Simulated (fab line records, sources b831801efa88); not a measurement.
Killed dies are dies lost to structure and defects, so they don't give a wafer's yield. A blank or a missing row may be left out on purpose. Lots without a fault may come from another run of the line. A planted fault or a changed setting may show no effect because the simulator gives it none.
One fault seen from 2 desks | flow gf180mcu | each desk has only its own numbers; what lay behind them comes last

THE TOOL OWNER'S DESK: pvd_sputter-02
The tool's own readings at GF_V5_SPUTTER_22 (material TiN, target thk 10 nm, time 40 s): means of the sampled wafers that have a number, for each lot that ran on this tool. A lot is out of limits, marked OUT, if its mean lies more than 4 standard deviations from the usual mean; the brackets give that distance.
Columns: A = cathode_dc_power_W at GF_V5_SPUTTER_22, usual 3999.9 W; B = throttle_valve_pct at GF_V5_SPUTTER_22, usual 29.8 %
lot  | first seen here | A      | B
L205 | day 27 23:44    | 4000.3 | 29.4
L206 | day 28 08:01    | 4000.1 | 29.5
L207 | day 28 20:02    | 3999.7 | 29.3
L208 | day 29 00:59    | 4000.1 | 29.4
L221 | day 32 21:29    | 4000.0 | 29.3
L223 | day 33 02:16    | 3999.3 | 29.2
L225 | day 33 10:52    | 3999.6 | 29.2
This desk's finding: nothing out of limits on any of the 7 lots.

THE METROLOGY DESK
What the gauges read, lot by lot, whatever tool the lot ran on: means of the sampled wafers that have a number. A lot is out of limits, marked OUT, if its mean lies more than 4 standard deviations from the usual mean; the brackets give that distance.
Columns: A = M5_OVL at GF_M5_OVL_MEAS_08, usual -6 nm; B = V5_CVD_00_THK at GF_V5_THK_MEAS_01, usual 300.3 nm
lot  | first seen here | A   | B
L204 | day 27 00:16    | -3  | 296.3
L205 | day 27 00:47    | -8  | 303.0
L206 | day 27 09:25    | -6  | 299.7
L207 | day 27 21:53    | -5  | 304.3
L208 | day 28 02:35    | -3  | 304.9
L211 | day 28 22:49    | -15 | 300.0
L217 | day 30 18:24    | 1   | 300.3
L218 | day 30 23:44    | -4  | 298.4
L220 | day 31 11:27    | -7  | 298.0
L221 | day 32 01:55    | -6  | 302.8
L222 | day 32 06:19    | -8  | 301.1
L223 | day 32 06:36    | -1  | 299.5
L225 | day 32 16:04    | -11 | 299.8
This desk's finding: nothing out of limits on any of the 13 lots.

PUT TOGETHER
The tool owner's desk saw nothing out of limits.
The metrology desk saw nothing out of limits.

WHAT THE SIMULATOR HAD PUT IN
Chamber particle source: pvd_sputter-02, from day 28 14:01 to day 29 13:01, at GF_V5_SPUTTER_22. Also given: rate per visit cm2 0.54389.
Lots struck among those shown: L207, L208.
